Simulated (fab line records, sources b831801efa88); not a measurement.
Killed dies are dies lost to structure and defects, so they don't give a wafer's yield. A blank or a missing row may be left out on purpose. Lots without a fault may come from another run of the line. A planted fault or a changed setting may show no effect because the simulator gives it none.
Chamber matching | flow sky130 | SKY_CONTACT_CMP_27 on cmp-01: 4 sister chambers
The step polishes, stops on SiO2, t overpolish 15 s, target thk 0 nm. 22 wafers are shown with their chamber, then 11 later ones without.

WAFERS WITH THEIR CHAMBER
wafer  | chamber | motor_current_A (A) | overpolish_run_s (s) | time_to_endpoint_s (s)
L074.2 | 0       | 13.1                | 14.995               | 84
L074.5 | 3       | 11.2                | 15.011               | 84
L074.6 | 2       | 11.9                | 15.012               | 85
L075.2 | 2       | 12.4                | 14.989               | 80
L075.3 | 3       | 11.0                | 14.995               | 84
L075.6 | 0       | 12.1                | 15.001               | 81
L076.1 | 0       | 11.8                | 15.007               | 78
L076.3 | 2       | 11.9                | 14.999               | 79
L076.6 | 2       | 11.8                | 14.992               | 77
L077.2 | 3       | 11.4                | 14.993               | 79
L077.4 | 1       | 11.4                | 14.994               | 82
L077.5 | 2       | 11.9                | 14.997               | 74
L080.1 | 0       | 12.9                | 14.998               | 81
L080.2 | 3       | 11.2                | 15.001               | 82
L080.5 | 3       | 11.3                | 14.999               | 84
L078.1 | 0       | 13.0                | 14.997               | 80
L078.2 | 2       | 11.7                | 15.002               | 79
L078.3 | 1       | 11.4                | 14.986               | 80
L078.4 | 3       | 11.3                | 15.015               | 83
L078.5 | 0       | 12.5                | 15.002               | 79
L078.6 | 1       | 11.4                | 14.994               | 80
L082.1 | 0       | 12.8                | 14.993               | 80

SIGNATURES (means of the wafers above)
reading            | chamber 0 | chamber 1 | chamber 2 | chamber 3 | scatter within a chamber
motor_current_A    | 12.600    | 11.400    | 11.933    | 11.233    | 0.319
overpolish_run_s   | 14.99900  | 14.99133  | 14.99850  | 15.00233  | 0.00705
time_to_endpoint_s | 80.43     | 80.67     | 79.00     | 82.67     | 2.47
Rule: a wafer's distance from a chamber is the root of the sum, over the readings, of the square of ((its reading less the chamber's mean) divided by the reading's scatter). The wafer belongs to the nearest chamber; if the next one is less than 2 further off, it can't be placed. The scatter: the root of (the sum of the squares of (reading less its chamber's mean) over the shown wafers, divided by (wafers less chambers)).

WAFERS WITHOUT THEIR CHAMBER
wafer  | motor_current_A (A) | overpolish_run_s (s) | time_to_endpoint_s (s)
L082.5 | 12.9                | 15.003               | 77
L082.6 | 10.5                | 15.010               | 78
L083.2 | 11.3                | 15.002               | 79
L083.5 | 13.2                | 14.994               | 75
L083.6 | 11.4                | 14.989               | 82
L084.1 | 12.6                | 15.003               | 81
L084.4 | 11.7                | 14.994               | 82
L084.5 | 13.0                | 14.996               | 80
L086.1 | 13.4                | 14.992               | 82
L086.3 | 12.1                | 14.995               | 82
L086.4 | 11.3                | 15.005               | 82

WHICH CHAMBER EACH WENT THROUGH
wafer  | from the rows above               | in truth
L082.5 | can't be placed: 0 or 2           | 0
L082.6 | can't be placed: 3 or 1 or 2      | 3
L083.2 | can't be placed: 3 or 1 or 2      | 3
L083.5 | can't be placed: 0 or 2           | 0
L083.6 | can't be placed: 1 or 3 or 2      | 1
L084.1 | can't be placed: 0 or 2           | 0
L084.4 | can't be placed: 1 or 2 or 3 or 0 | 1
L084.5 | 0                                 | 0
L086.1 | 0                                 | 0
L086.3 | can't be placed: 2 or 0 or 1 or 3 | 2
L086.4 | can't be placed: 3 or 1 or 2      | 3
Placed correctly: 2 of 11. Can't be placed from these rows: 9 (the true chamber is among the candidates in 9). Placed wrongly: 0.
